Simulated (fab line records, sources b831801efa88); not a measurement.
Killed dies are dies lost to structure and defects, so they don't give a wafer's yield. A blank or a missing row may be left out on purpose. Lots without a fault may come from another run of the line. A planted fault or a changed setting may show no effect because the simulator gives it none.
fab line records | flow sfq_line
record lots=5 wafers=15 last_day=97
route steps=325 shown R5@222 I5@228 C5@240 M6@251
lots that met no fault: from a run of the same line without faults
start_h: hours from the record's first day to the start of the lot's first wafer shown | wait_h: hours since the lot's step before | " the same as in the row above | L1.1+2: a row that stands for several wafers | - no value, or no start given | * or withheld: withheld | < > ~ a bound
route shown NAME@n: a module of which the file shows steps, and the number in the route of the first | usual: mean/standard deviation of fault-free wafers | same: alike in all rows | chamber/n: place in a boat | sites: the reading at each site | _std_site: their standard deviation | _edge_site: outer sites' mean less inner sites' | radius_mm: how far each site lies from the wafer's centre | mask NAME#n: copy n | behind: the tool/chamber that last shaped the wafer | hold: why the lot was held/for how many hours/how that ended | device: the transistor (n, p or np) that didn't switch | end of line: the same wafers' tests at the end of the route | a step without rows: its recipe alone | killed: dies lost to structure and defects at the first sort, not the wafer's yield | map: a wafer's dies, x killed, . not, _ none there
set.NAME: the setting as run; set.NAME@STEP: as run at that earlier step | model.NAME: the simulator's own value behind a step, which no gauge read
lots at some steps of the route; a table a step, a row a wafer
services: from which hour (start_h, from the record's first day; less than 0 if before it) a tool's chamber was out of use, for how many hours, and why
## steps
# step SFQ_TRILAYER_R5_LITHO_DEVELOP_138
# recipe time_s=60 resist=KrF
# columns lot.wafer tool chamber start_h wait_h
L078.1+2+5 litho_track-04 0 1813.02 0.1
L079.2+3+6 litho_track-03 0 1823.84 0.1
L084.1+2+4 litho_track-01 0 1878.57 0.1
L093.1+3+4 litho_track-04 0 1932.57 0.1
L096.2+3+4 litho_track-04 0 1936.19 0.1
# step SFQ_R5_OVL_MEAS_935
# usual R5_OVL=2/5.4
# columns lot.wafer tool chamber start_h wait_h R5_OVL[nm]
L078.1 overlay-02 - 1813.17 0.1 -9
L078.2 " - " " -3
L078.5 " - " " -9
L079.2 overlay-01 - 1823.97 0.1 2
L079.3 " - " " 5
L079.6 " - " " 2
L084.1 overlay-01 - 1878.72 0.1 1
L084.2 " - " " -3
L084.4 " - " " 0
L093.1 overlay-02 - 1932.72 0.1 6
L093.3 " - " " 4
L093.4 " - " " 1
L096.2 overlay-02 - 1936.32 0.1 -6
L096.3 " - " " -1
L096.4 " - " " -11
# step SFQ_TRILAYER_R5_BARC_OPEN_METAL_ETCH_177
# recipe mask_material=PR chemistry=O2 target_depth_nm=125 target=BARC icp_w=600 bias_w=80 pressure_mtorr=10 time_s=41.7
# usual drypump_motor_current_A=5.7/0.53 oes_product_au=0.685/0.0044
# columns lot.wafer tool chamber start_h wait_h drypump_motor_current_A oes_product_au rf_hours_counter_h
L078.1 rie_metal-03 0 1813.20 0.0 5.5 0.684 29
L078.2 " 1 " " 4.8 0.692 90
L078.5 " 0 " " 5.5 0.682 -
L079.2 rie_metal-04 0 1824.00 0.0 5.6 0.693 2
L079.3 " 1 " " 6.2 0.689 -
L079.6 " 0 " " 5.5 0.691 -
L084.1 rie_metal-03 0 1878.75 0.0 5.5 0.687 40
L084.2 " 1 " " 4.9 0.692 101
L084.4 " 1 " " 4.9 0.684 -
L093.1 rie_metal-02 0 1932.75 0.0 6.0 0.689 131
L093.3 " 1 " " 6.3 0.687 -
L093.4 " 0 " " 6.1 0.693 -
L096.2 rie_metal-03 1 1936.35 0.0 4.8 0.683 111
L096.3 " 1 " " 4.8 0.678 -
L096.4 " 0 " " 5.6 0.686 -
# step SFQ_TRILAYER_R5_ETCH_METAL_ETCH_139
# recipe stop_on=SiO2 mask_material=PR chemistry=Cl2 target_depth_nm=60 icp_w=600 bias_w=80 pressure_mtorr=10 time_s=40
# usual drypump_motor_current_A=5.7/0.53 oes_product_au=0.989/0.0059
# columns lot.wafer tool chamber start_h wait_h drypump_motor_current_A oes_product_au rf_hours_counter_h
L078.1 rie_metal-03 0 1813.26 0.0 5.5 0.984 29
L078.2 " 1 " " 4.9 0.979 90
L078.5 " 0 " " 5.6 0.983 -
L079.2 rie_metal-04 0 1824.06 0.0 5.6 0.988 2
L079.3 " 1 " " 6.2 0.982 -
L079.6 " 0 " " 5.6 0.987 -
L084.1 rie_metal-03 0 1878.81 0.0 5.6 0.982 40
L084.2 " 1 " " 4.9 0.976 101
L084.4 " 1 " " 4.8 0.982 -
L093.1 rie_metal-02 0 1932.81 0.0 6.1 0.989 131
L093.3 " 1 " " 6.3 0.984 -
L093.4 " 0 " " 6.1 1.001 -
L096.2 rie_metal-03 1 1936.41 0.0 4.8 0.981 111
L096.3 " 1 " " 4.8 0.973 -
L096.4 " 0 " " 5.6 0.989 -
# step SFQ_TRILAYER_R5_STRIP_STRIP_140
# recipe gas=O2 power_w=200 platen_temp_c=40 overash_fraction=0.65 chemistry=O2 pressure_mtorr=50
# usual drypump_motor_current_A=5.7/0.53 oes_product_au=0.998/0.0077
# columns lot.wafer tool chamber start_h wait_h drypump_motor_current_A oes_product_au rf_hours_counter_h
L078.1 rie_metal-03 0 1813.32 0.0 5.5 0.994 29
L078.2 " 1 " " 4.8 0.992 90
L078.5 " 0 " " 5.6 0.996 -
L079.2 rie_metal-04 0 1824.12 0.0 5.6 0.995 2
L079.3 " 1 " " 6.2 1.008 -
L079.6 " 0 " " 5.6 1.004 -
L084.1 rie_metal-03 0 1878.87 0.0 5.6 0.984 40
L084.2 " 1 " " 4.8 1.003 101
L084.4 " 1 " " 4.8 0.996 -
L093.1 rie_metal-02 0 1932.87 0.0 6.0 1.005 132
L093.3 " 1 " " 6.3 1.007 -
L093.4 " 0 " " 6.1 1.006 -
L096.2 rie_metal-03 1 1936.47 0.0 4.8 0.986 112
L096.3 " 1 " " 4.8 0.989 -
L096.4 " 0 " " 5.6 0.994 -
# step SFQ_TRILAYER_R5_STRIP_SOLV_CLEAN_141
# recipe chemistry=NMP temp_c=70 time_s=600
# columns lot.wafer tool chamber start_h wait_h
L078.1+2+5 wet_bench-04 3,2,1 1813.92 0.4
L079.2+3+6 wet_bench-03 5,2,4 1824.72 0.4
L084.1+2+4 wet_bench-03 5,4,2 1879.47 0.4
L093.1+3+4 wet_bench-01 6,0,3 1933.47 0.4
L096.2+3+4 wet_bench-03 3,5,4 1937.07 0.4
# step SFQ_TRILAYER_A5C_DEP_PECVD_142
# recipe material=SiO2 temp_c=150 time_s=15.556 pressure_torr=2.4 rf_w=183.3 precursor=SiH4/N2O target_thk_nm=70
# usual heater_power_w=74/11 susceptor_temp_C=150.02/0.14 throttle_valve_pct=25.5/2
# columns lot.wafer tool chamber start_h wait_h heater_power_w susceptor_temp_C throttle_valve_pct
L078.1 pecvd-04 1 1814.10 0.0 83 149.94 24.0
L078.2 " 2 " " 74 149.88 24.6
L078.5 " 2 " " 75 149.98 24.5
L079.2 pecvd-01 2 1824.91 0.0 71 149.85 27.9
L079.3 " 1 " " 78 149.92 25.1
L079.6 " 2 " " 69 150.05 27.4
L084.1 pecvd-04 1 1879.65 0.0 75 149.95 24.1
L084.2 " 2 " " 73 150.03 24.7
L084.4 " 2 " " 75 150.01 24.5
L093.1 pecvd-01 1 1933.65 0.0 80 149.94 25.0
L093.3 " 0 " " 59 149.90 28.1
L093.4 " 1 " " 79 150.13 25.0
L096.2 pecvd-01 0 1937.25 0.0 67 150.15 28.2
L096.3 " 2 " " 59 150.37 27.8
L096.4 " 0 " " 70 149.94 28.2
# step SFQ_TRILAYER_I5_LITHO_COAT_149
# recipe resist=BARC spin_rpm=3000 resist_thk_nm=62.43
# columns lot.wafer tool chamber start_h wait_h
L078.1+2+5 litho_track-02 0 1814.12 0.0
L079.2+3+6 litho_track-01 0 1824.99 0.1
L084.1+2+4 litho_track-01 0 1879.67 0.0
L093.1+3+4 litho_track-03 0 1933.67 0.0
L096.2+3+4 litho_track-03 0 1937.32 0.1
# step SFQ_TRILAYER_I5_LITHO_COAT_144
# recipe resist=KrF spin_rpm=3000 resist_thk_nm=650
# columns lot.wafer tool chamber start_h wait_h
L078.1+2+5 litho_track-02 0 1814.42 0.2
L079.2+3+6 litho_track-01 0 1825.29 0.2
L084.1+2+4 litho_track-01 0 1879.97 0.2
L093.1+3+4 litho_track-03 0 1933.97 0.2
L096.2+3+4 litho_track-03 0 1937.62 0.2
# step SFQ_TRILAYER_I5_LITHO_SOFTBAKE_148
# recipe temp_c=withheld time_s=withheld resist=KrF
# columns lot.wafer tool chamber start_h wait_h
L078.1+2+5 litho_track-02 0 1814.72 0.2
L079.2+3+6 litho_track-01 0 1825.56 0.2
L084.1+2+4 litho_track-01 0 1880.27 0.2
L093.1+3+4 litho_track-03 0 1934.27 0.2
L096.2+3+4 litho_track-03 0 1937.90 0.2
# step SFQ_TRILAYER_I5_LITHO_EXPOSE_145
# recipe mask_id=I5 na=0.6 source_shape=conventional sigma_outer=0.65 target_cd_nm=700 dose_mj=21.3
# columns lot.wafer tool chamber start_h wait_h mask
L078.1+2+5 krf_scanner-02 0 1819.94 - I5#0
L079.2+3+6 krf_scanner-02 0 1837.46 - I5#0
L084.1+2+4 krf_scanner-02 0 1880.42 - I5#0
L093.1+3+4 krf_scanner-02 0 1939.22 - I5#0
L096.2+3+4 krf_scanner-02 0 1945.42 - I5#0
# step SFQ_TRILAYER_I5_LITHO_PEB_147
# recipe peb_temp_c=115 peb_time_s=60 resist=KrF
# usual plate_temp_C=115.03/0.15
# columns lot.wafer tool chamber start_h wait_h plate_temp_C
L078.1 litho_track-03 0 1821.14 1.0 115.04
L078.2 " 0 " " 114.64
L078.5 " 0 " " 114.94
L079.2 litho_track-02 0 1838.48 0.8 115.26
L079.3 " 0 " " 115.19
L079.6 " 0 " " 115.01
L084.1 litho_track-03 0 1881.62 1.0 115.20
L084.2 " 0 " " 114.72
L084.4 " 0 " " 114.99
L093.1 litho_track-02 0 1940.42 1.0 114.99
L093.3 " 0 " " 114.93
L093.4 " 0 " " 115.00
L096.2 litho_track-02 0 1946.45 0.8 115.13
L096.3 " 0 " " 114.99
L096.4 " 0 " " 115.20
# step SFQ_TRILAYER_I5_LITHO_DEVELOP_146
# recipe time_s=60 resist=KrF
# columns lot.wafer tool chamber start_h wait_h
L078.1+2+5 litho_track-03 0 1821.29 0.1
L079.2+3+6 litho_track-02 0 1838.63 0.1
L084.1+2+4 litho_track-03 0 1881.77 0.1
L093.1+3+4 litho_track-02 0 1940.57 0.1
L096.2+3+4 litho_track-02 0 1946.60 0.1
# step SFQ_I5_OVL_MEAS_936
# usual I5_OVL=2/5.2
# columns lot.wafer tool chamber start_h wait_h I5_OVL[nm]
L078.1 overlay-02 - 1821.44 0.1 9
L078.2 " - " " 8
L078.5 " - " " -3
L079.2 overlay-01 - 1838.76 0.1 13
L079.3 " - " " 8
L079.6 " - " " 4
L084.1 overlay-02 - 1881.92 0.1 11
L084.2 " - " " 11
L084.4 " - " " 13
L093.1 overlay-01 - 1940.72 0.1 7
L093.3 " - " " 0
L093.4 " - " " 2
L096.2 overlay-01 - 1946.73 0.1 -6
L096.3 " - " " -2
L096.4 " - " " -3
# step SFQ_TRILAYER_I5_BARC_OPEN_VIA_ETCH_200
# recipe mask_material=PR chemistry=O2 target_depth_nm=125 target=BARC source_w=500 bias_w=80 pressure_mtorr=30 time_s=41.7
# usual drypump_motor_current_A=5.9/0.52 oes_product_au=0.687/0.0049
# columns lot.wafer tool chamber start_h wait_h drypump_motor_current_A oes_product_au rf_hours_counter_h
L078.1 rie_diel-02 3 1821.47 0.0 5.3 0.690 9
L078.2 " 0 " " 6.0 0.690 2
L078.5 " 3 " " 5.3 0.691 -
L079.2 rie_diel-03 2 1838.79 0.0 6.4 0.687 4
L079.3 " 0 " " 5.6 0.692 12
L079.6 " 1 " " 6.4 0.687 -
L084.1 rie_diel-02 2 1881.96 0.0 5.7 0.691 18
L084.2 " 0 " " 6.0 0.685 4
L084.4 " 2 " " 5.7 0.685 -
L093.1 rie_diel-02 0 1940.76 0.0 6.0 0.690 5
L093.3 " 2 " " 5.7 0.688 19
L093.4 " 3 " " 5.3 0.684 12
L096.2 rie_diel-03 0 1946.76 0.0 5.6 0.680 15
L096.3 " 3 " " 4.8 0.682 5
L096.4 " 2 " " 6.4 0.680 7
# step SFQ_TRILAYER_I5_ETCH_VIA_ETCH_147
# recipe stop_on=Nb mask_material=PR chemistry=CHF3 target_depth_nm=360 source_w=500 bias_w=80 pressure_mtorr=30 time_s=withheld
# usual drypump_motor_current_A=5.9/0.52 oes_product_au=0.990/0.0054
# columns lot.wafer tool chamber start_h wait_h drypump_motor_current_A oes_product_au
L078.1 rie_diel-02 3 1821.51 0.0 5.3 0.988
L078.2 " 0 " " 6.0 0.993
L078.5 " 3 " " 5.3 0.996
L079.2 rie_diel-03 2 1838.83 0.0 6.4 0.994
L079.3 " 0 " " 5.6 0.996
L079.6 " 1 " " 6.3 1.000
L084.1 rie_diel-02 2 1882.00 0.0 5.7 0.990
L084.2 " 0 " " 6.0 0.978
L084.4 " 2 " " 5.8 0.997
L093.1 rie_diel-02 0 1940.80 0.0 6.0 0.992
L093.3 " 2 " " 5.7 0.990
L093.4 " 3 " " 5.3 0.988
L096.2 rie_diel-03 0 1946.80 0.0 5.7 0.989
L096.3 " 3 " " 4.8 0.986
L096.4 " 2 " " 6.4 0.989
# step SFQ_TRILAYER_I5_STRIP_STRIP_148
# recipe gas=O2 power_w=200 platen_temp_c=40 overash_fraction=0.65 chemistry=O2 pressure_mtorr=50
# usual drypump_motor_current_A=5.9/0.34 oes_product_au=1.001/0.0075
# columns lot.wafer tool chamber start_h wait_h drypump_motor_current_A oes_product_au rf_hours_counter_h
L078.1 rie_metal-02 0 1821.66 - 6.0 1.012 112
L078.2 " 1 " " 6.3 0.997 81
L078.5 " 1 " " 6.3 1.001 -
L079.2 rie_metal-04 1 1838.98 - 6.2 1.000 67
L079.3 " 0 " " 5.6 1.004 -
L079.6 " 0 " " 5.6 1.004 -
L084.1 rie_metal-04 1 1882.15 - 6.2 1.007 72
L084.2 " 0 " " 5.6 1.004 9
L084.4 " 0 " " 5.6 1.002 -
L093.1 rie_metal-04 1 1940.95 - 6.2 1.013 79
L093.3 " 1 " " 6.2 1.004 -
L093.4 " 0 " " 5.5 0.996 -
L096.2 rie_metal-04 1 1946.95 - 6.2 1.003 80
L096.3 " 0 " " 5.5 0.998 -
L096.4 " 1 " " 6.2 0.996 -
# step SFQ_TRILAYER_I5_STRIP_SOLV_CLEAN_149
# recipe chemistry=NMP temp_c=70 time_s=600
# columns lot.wafer tool chamber start_h wait_h
L078.1+2+5 wet_bench-01 5,0,4 1822.26 0.4
L079.2+3+6 wet_bench-01 6,3,7 1839.58 0.4
L084.1+2+4 wet_bench-01 7,5,0 1882.75 0.4
L093.1+3+4 wet_bench-04 7,3,0 1941.55 0.4
L096.2+3+4 wet_bench-04 5,3,4 1947.55 0.4
# step SFQ_TRILAYER_C5_LITHO_COAT_156
# recipe resist=BARC spin_rpm=3000 resist_thk_nm=62
# columns lot.wafer tool chamber start_h wait_h
L078.1+2+5 litho_track-02 0 1822.44 0.0
L079.2+3+6 litho_track-02 0 1839.81 0.1
L084.1+2+4 litho_track-02 0 1883.13 0.0
L093.1+3+4 litho_track-02 0 1941.74 0.0
L096.2+3+4 litho_track-01 0 1947.95 0.1
# step SFQ_TRILAYER_C5_LITHO_COAT_151
# recipe resist=KrF spin_rpm=3000 resist_thk_nm=650
# columns lot.wafer tool chamber start_h wait_h
L078.1+2+5 litho_track-02 0 1822.74 0.2
L079.2+3+6 litho_track-02 0 1840.11 0.2
L084.1+2+4 litho_track-02 0 1883.43 0.2
L093.1+3+4 litho_track-02 0 1942.04 0.2
L096.2+3+4 litho_track-01 0 1948.25 0.2
# step SFQ_TRILAYER_C5_LITHO_SOFTBAKE_155
# recipe temp_c=withheld time_s=withheld resist=KrF
# columns lot.wafer tool chamber start_h wait_h
L078.1+2+5 litho_track-02 0 1823.04 0.2
L079.2+3+6 litho_track-02 0 1840.38 0.2
L084.1+2+4 litho_track-02 0 1883.73 0.2
L093.1+3+4 litho_track-02 0 1942.34 0.2
L096.2+3+4 litho_track-01 0 1948.52 0.2
# step SFQ_TRILAYER_C5_LITHO_EXPOSE_152
# recipe mask_id=C5 na=0.6 source_shape=conventional sigma_outer=0.65 target_cd_nm=500 dose_mj=21.3
# columns lot.wafer tool chamber start_h wait_h mask
L078.1+2+5 krf_scanner-02 0 1834.86 - C5#0
L079.2+3+6 krf_scanner-02 0 1844.66 - C5#0
L084.1+2+4 krf_scanner-02 0 1884.09 - C5#0
L093.1+3+4 krf_scanner-01 0 1957.96 - C5#0
L096.2+3+4 krf_scanner-01 0 2041.34 - C5#0
# step SFQ_TRILAYER_C5_LITHO_PEB_154
# recipe peb_temp_c=115 peb_time_s=60 resist=KrF
# usual plate_temp_C=114.99/0.14
# columns lot.wafer tool chamber start_h wait_h plate_temp_C
L078.1 litho_track-04 0 1836.06 1.0 115.13
L078.2 " 0 " " 114.96
L078.5 " 0 " " 114.80
L079.2 litho_track-02 0 1845.68 0.8 115.23
L079.3 " 0 " " 115.06
L079.6 " 0 " " 115.27
L084.1 litho_track-04 0 1885.29 1.0 115.03
L084.2 " 0 " " 115.25
L084.4 " 0 " " 115.01
L093.1 litho_track-04 0 1959.16 1.0 114.95
L093.3 " 0 " " 114.91
L093.4 " 0 " " 114.94
L096.2 litho_track-01 0 2042.36 0.8 114.89
L096.3 " 0 " " 114.93
L096.4 " 0 " " 115.06
# step SFQ_TRILAYER_C5_LITHO_DEVELOP_153
# recipe time_s=60 resist=KrF
# columns lot.wafer tool chamber start_h wait_h
L078.1+2+5 litho_track-04 0 1836.21 0.1
L079.2+3+6 litho_track-02 0 1845.83 0.1
L084.1+2+4 litho_track-04 0 1885.44 0.1
L093.1+3+4 litho_track-04 0 1959.31 0.1
L096.2+3+4 litho_track-01 0 2042.51 0.1
# step SFQ_C5_OVL_MEAS_937
# usual C5_OVL=0/5.1
# columns lot.wafer tool chamber start_h wait_h C5_OVL[nm]
L078.1 overlay-01 - 1836.36 0.1 0
L078.2 " - " " 9
L078.5 " - " " 6
L079.2 overlay-02 - 1845.96 0.1 0
L079.3 " - " " -5
L079.6 " - " " 2
L084.1 overlay-02 - 1885.59 0.1 6
L084.2 " - " " 5
L084.4 " - " " 7
L093.1 overlay-01 - 1959.46 0.1 -11
L093.3 " - " " -11
L093.4 " - " " 0
L096.2 overlay-02 - 2042.64 0.1 -3
L096.3 " - " " -3
L096.4 " - " " -6
# step SFQ_TRILAYER_C5_BARC_OPEN_VIA_ETCH_210
# recipe mask_material=PR chemistry=O2 target_depth_nm=125 target=BARC source_w=500 bias_w=80 pressure_mtorr=30 time_s=41.7
# usual drypump_motor_current_A=5.7/0.54 oes_product_au=0.684/0.0049
# columns lot.wafer tool chamber start_h wait_h drypump_motor_current_A oes_product_au rf_hours_counter_h
L078.1 rie_diel-02 0 1836.39 0.0 6.0 0.685 2
L078.2 " 2 " " 5.8 0.689 17
L078.5 " 2 " " 5.7 0.684 -
L079.2 rie_diel-04 1 1845.99 0.0 5.4 0.690 9
L079.3 " 3 " " 4.7 0.687 13
L079.6 " 0 " " 5.7 0.685 -
L084.1 rie_diel-01 0 1885.62 0.0 6.3 0.681 11
L084.2 " 1 " " 6.3 0.684 19
L084.4 " 3 " " 5.8 0.679 1
L093.1 rie_diel-04 2 1959.50 0.0 6.4 0.692 18
L093.3 " 1 " " 5.4 0.676 11
L093.4 " 3 " " 4.7 0.693 15
L096.2 rie_diel-02 1 2042.67 0.0 6.7 0.681 18
L096.3 " 3 " " 5.3 0.685 12
L096.4 " 2 " " 5.7 0.679 0
# step SFQ_TRILAYER_C5_ETCH_VIA_ETCH_154
# recipe target=SiO2 mask_material=PR chemistry=CHF3 target_depth_nm=84 source_w=500 bias_w=81.09 pressure_mtorr=30 time_s=withheld stop_on=Nb
# usual drypump_motor_current_A=5.7/0.55 oes_product_au=0.896/0.0083
# columns lot.wafer tool chamber start_h wait_h drypump_motor_current_A oes_product_au
L078.1 rie_diel-02 0 1836.43 0.0 6.0 0.890
L078.2 " 2 " " 5.7 0.892
L078.5 " 2 " " 5.7 0.907
L079.2 rie_diel-04 1 1846.03 0.0 5.4 0.881
L079.3 " 3 " " 4.7 0.882
L079.6 " 0 " " 5.7 0.893
L084.1 rie_diel-01 0 1885.66 0.0 6.3 0.891
L084.2 " 1 " " 6.3 0.891
L084.4 " 3 " " 5.8 0.910
L093.1 rie_diel-04 2 1959.54 0.0 6.4 0.891
L093.3 " 1 " " 5.4 0.892
L093.4 " 3 " " 4.7 0.900
L096.2 rie_diel-02 1 2042.71 0.0 6.7 0.876
L096.3 " 3 " " 5.3 0.889
L096.4 " 2 " " 5.7 0.903
# step SFQ_TRILAYER_C5_STRIP_STRIP_155
# recipe gas=O2 power_w=200 platen_temp_c=40 overash_fraction=0.65 chemistry=O2 pressure_mtorr=50
# usual drypump_motor_current_A=5.6/0.43 oes_product_au=0.998/0.0073
# columns lot.wafer tool chamber start_h wait_h drypump_motor_current_A oes_product_au rf_hours_counter_h
L078.1 rie_metal-04 0 1836.48 - 5.5 0.988 3
L078.2 " 1 " " 6.2 1.005 66
L078.5 " 1 " " 6.2 1.000 -
L079.2 rie_metal-04 1 1846.08 - 6.2 0.994 67
L079.3 " 0 " " 5.6 0.997 -
L079.6 " 0 " " 5.6 0.998 -
L084.1 rie_metal-01 1 1885.71 - 5.4 0.984 89
L084.2 " 0 " " 5.9 1.000 114
L084.4 " 1 " " 5.4 0.986 -
L093.1 rie_metal-03 0 1959.59 - 5.6 1.013 54
L093.3 " 0 " " 5.5 1.012 -
L093.4 " 1 " " 4.9 0.997 -
L096.2 rie_metal-04 0 2042.76 - 5.5 0.999 31
L096.3 " 0 " " 5.6 1.009 -
L096.4 " 1 " " 6.2 1.000 -
# step SFQ_TRILAYER_C5_STRIP_SOLV_CLEAN_156
# recipe chemistry=NMP temp_c=70 time_s=600
# columns lot.wafer tool chamber start_h wait_h
L078.1+2+5 wet_bench-01 6,5,1 1837.08 0.4
L079.2+3+6 wet_bench-01 0,7,2 1846.68 0.4
L084.1+2+4 wet_bench-02 2,1,6 1886.31 0.4
L093.1+3+4 wet_bench-03 5,0,2 1960.19 0.4
L096.2+3+4 wet_bench-03 4,6,5 2043.36 0.4
# step SFQ_TRILAYER_M6_DEP_PRE_CLEAN_158
# recipe gas=Ar time_s=22.5 bias_v=250
# columns lot.wafer tool chamber start_h wait_h
L078.1+2+5 pvd_sputter-03 - 1837.26 0.0
L079.2+3+6 pvd_sputter-03 - 1846.86 0.0
L084.1+2+4 pvd_sputter-05 - 1886.49 0.0
L093.1+3+4 pvd_sputter-05 - 1960.36 0.0
L096.2+3+4 pvd_sputter-03 - 2043.74 0.0
# step SFQ_TRILAYER_M6_DEP_SPUTTER_157
# recipe material=Nb base_pressure_pa=1.33e-06 chamber_pressure_pa=0.1333 substrate_temp_c=20 target_thk_nm=200 power_w=2000 time_s=133.3
# usual throttle_valve_pct=29.9/1.2
# columns lot.wafer tool chamber start_h wait_h throttle_valve_pct
L078.1 pvd_sputter-03 - 1837.29 0.0 30.1
L078.2 " - " " 28.2
L078.5 " - " " 28.3
L079.2 pvd_sputter-03 - 1846.89 0.0 30.0
L079.3 " - " " 30.7
L079.6 " - " " 29.8
L084.1 pvd_sputter-05 - 1886.52 0.0 30.1
L084.2 " - " " 30.7
L084.4 " - " " 31.5
L093.1 pvd_sputter-05 - 1960.39 0.0 29.6
L093.3 " - " " 30.3
L093.4 " - " " 30.7
L096.2 pvd_sputter-03 - 2043.77 0.0 31.0
L096.3 " - " " 28.6
L096.4 " - " " 29.7
# step SFQ_M6_RS_MEAS_938
# recipe thk_meas_gauge=four-point-probe reads=Nb_of_TRILAYER_M6_DEP_SPUTTER_157
# usual M6_NB_RS=0.887/0.0092
# columns lot.wafer tool chamber start_h wait_h M6_NB_RS[ohm/sq]
L078.1 film_metro-02 - 1837.38 0.0 0.897
L078.2 " - " " 0.894
L078.5 " - " " 0.886
L079.2 film_metro-02 - 1847.00 0.1 0.888
L079.3 " - " " 0.885
L079.6 " - " " 0.888
L084.1 film_metro-03 - 1886.61 0.0 0.883
L084.2 " - " " 0.883
L084.4 " - " " 0.881
L093.1 film_metro-04 - 1960.48 0.0 0.869
L093.3 " - " " 0.892
L093.4 " - " " 0.884
L096.2 film_metro-04 - 2043.88 0.1 0.875
L096.3 " - " " 0.873
L096.4 " - " " 0.876
# step SFQ_TRILAYER_M6_LITHO_COAT_164
# recipe resist=BARC spin_rpm=3000 resist_thk_nm=60.96
# columns lot.wafer tool chamber start_h wait_h
L078.1+2+5 litho_track-03 0 1837.56 0.1
L079.2+3+6 litho_track-03 0 1847.21 0.1
L084.1+2+4 litho_track-03 0 1886.79 0.1
L093.1+3+4 litho_track-04 0 1960.66 0.1
L096.2+3+4 litho_track-02 0 2044.09 0.1
# step SFQ_TRILAYER_M6_LITHO_COAT_159
# recipe resist=KrF spin_rpm=3000 resist_thk_nm=600
# columns lot.wafer tool chamber start_h wait_h
L078.1+2+5 litho_track-03 0 1837.86 0.2
L079.2+3+6 litho_track-03 0 1847.51 0.2
L084.1+2+4 litho_track-03 0 1887.09 0.2
L093.1+3+4 litho_track-04 0 1960.96 0.2
L096.2+3+4 litho_track-02 0 2044.39 0.2
# step SFQ_TRILAYER_M6_LITHO_SOFTBAKE_163
# recipe temp_c=withheld time_s=withheld resist=KrF
# columns lot.wafer tool chamber start_h wait_h
L078.1+2+5 litho_track-03 0 1838.16 0.2
L079.2+3+6 litho_track-03 0 1847.78 0.2
L084.1+2+4 litho_track-03 0 1887.39 0.2
L093.1+3+4 litho_track-04 0 1961.26 0.2
L096.2+3+4 litho_track-02 0 2044.67 0.2
# step SFQ_TRILAYER_M6_LITHO_EXPOSE_160
# recipe mask_id=M6 na=0.6 source_shape=conventional sigma_outer=0.65 target_cd_nm=500 dose_mj=14.4
# columns lot.wafer tool chamber start_h wait_h mask
L078.1+2+5 krf_scanner-02 0 1843.26 - M6#0
L079.2+3+6 krf_scanner-02 0 1849.46 - M6#0
L084.1+2+4 krf_scanner-02 0 1887.54 - M6#0
L093.1+3+4 krf_scanner-02 0 1965.58 - M6#0
L096.2+3+4 krf_scanner-01 0 2046.14 - M6#0
# step SFQ_TRILAYER_M6_LITHO_PEB_162
# recipe peb_temp_c=115 peb_time_s=60 resist=KrF
# usual plate_temp_C=114.97/0.13
# columns lot.wafer tool chamber start_h wait_h plate_temp_C
L078.1 litho_track-02 0 1844.46 1.0 114.96
L078.2 " 0 " " 114.89
L078.5 " 0 " " 114.79
L079.2 litho_track-03 0 1850.48 0.8 114.88
L079.3 " 0 " " 114.98
L079.6 " 0 " " 115.03
L084.1 litho_track-04 0 1888.74 1.0 114.96
L084.2 " 0 " " 115.06
L084.4 " 0 " " 114.84
L093.1 litho_track-03 0 1966.78 1.0 114.96
L093.3 " 0 " " 114.98
L093.4 " 0 " " 115.26
L096.2 litho_track-04 0 2047.16 0.8 115.14
L096.3 " 0 " " 114.90
L096.4 " 0 " " 115.14
# step SFQ_TRILAYER_M6_LITHO_DEVELOP_161
# recipe time_s=60 resist=KrF
# columns lot.wafer tool chamber start_h wait_h
L078.1+2+5 litho_track-02 0 1844.61 0.1
L079.2+3+6 litho_track-03 0 1850.63 0.1
L084.1+2+4 litho_track-04 0 1888.89 0.1
L093.1+3+4 litho_track-03 0 1966.93 0.1
L096.2+3+4 litho_track-04 0 2047.31 0.1
# step SFQ_M6_OVL_MEAS_940
# usual M6_OVL=2/5
# columns lot.wafer tool chamber start_h wait_h M6_OVL[nm]
L078.1 overlay-02 - 1844.76 0.1 1
L078.2 " - " " 8
L078.5 " - " " 5
L079.2 overlay-02 - 1850.76 0.1 8
L079.3 " - " " 1
L079.6 " - " " 7
L084.1 overlay-01 - 1889.04 0.1 5
L084.2 " - " " -4
L084.4 " - " " -2
L093.1 overlay-02 - 1967.08 0.1 -5
L093.3 " - " " 3
L093.4 " - " " -5
L096.2 overlay-02 - 2047.44 0.1 1
L096.3 " - " " -3
L096.4 " - " " 0
# step SFQ_TRILAYER_M6_BARC_OPEN_METAL_ETCH_206
# recipe mask_material=PR chemistry=O2 target_depth_nm=125 target=BARC icp_w=600 bias_w=80 pressure_mtorr=10 time_s=41.7
# usual drypump_motor_current_A=5.7/0.46 oes_product_au=0.680/0.005
# columns lot.wafer tool chamber start_h wait_h drypump_motor_current_A oes_product_au rf_hours_counter_h
L078.1 rie_metal-01 0 1844.79 0.0 5.9 0.678 106
L078.2 " 1 " " 5.3 0.676 82
L078.5 " 0 " " 5.9 0.677 -
L079.2 rie_metal-01 0 1850.79 0.0 5.9 0.674 108
L079.3 " 0 " " 5.9 0.681 -
L079.6 " 1 " " 5.4 0.675 -
L084.1 rie_metal-02 1 1889.07 0.0 6.3 0.683 94
L084.2 " 0 " " 6.0 0.681 123
L084.4 " 1 " " 6.3 0.684 -
L093.1 rie_metal-01 0 1967.11 0.0 5.8 0.680 129
L093.3 " 0 " " 5.9 0.684 -
L093.4 " 1 " " 5.4 0.681 -
L096.2 rie_metal-03 0 2047.47 0.0 5.6 0.677 65
L096.3 " 0 " " 5.5 0.679 -
L096.4 " 1 " " 4.8 0.683 -
## services
# columns tool chamber start_h hours kind
rie_diel-04 0 1794.62 4.7 repair
pvd_sputter-05 - 1797.75 2.1 repair
krf_scanner-02 - 1808.14 1.0 pm
rie_diel-02 1 1818.17 6.5 repair
rie_diel-02 - 1818.20 0.2 repair
rie_metal-04 - 1821.13 0.6 repair
krf_scanner-02 - 1823.54 4.0 pm
krf_scanner-02 - 1827.56 1.3 pm
rie_metal-02 0 1852.21 7.7 repair
rie_diel-02 1 1874.69 7.4 repair
rie_diel-02 3 1895.38 3.5 repair
rie_metal-04 - 1901.41 15.6 pm
wet_bench-03 - 1902.42 1.0 repair
krf_scanner-02 - 1903.46 0.8 pm
pvd_sputter-05 - 1911.50 4.3 repair
rie_diel-03 - 1919.97 1.2 repair
rie_metal-03 - 1934.81 0.6 repair
rie_diel-02 - 1937.91 0.4 repair
rie_metal-02 - 1941.40 14.6 pm
rie_metal-02 - 1956.69 0.2 repair
krf_scanner-02 - 1977.45 1.0 pm
rie_diel-02 1 1985.13 4.1 repair
krf_scanner-02 - 2004.34 1.3 pm
wet_bench-01 - 2008.63 0.8 repair
## key
fault none
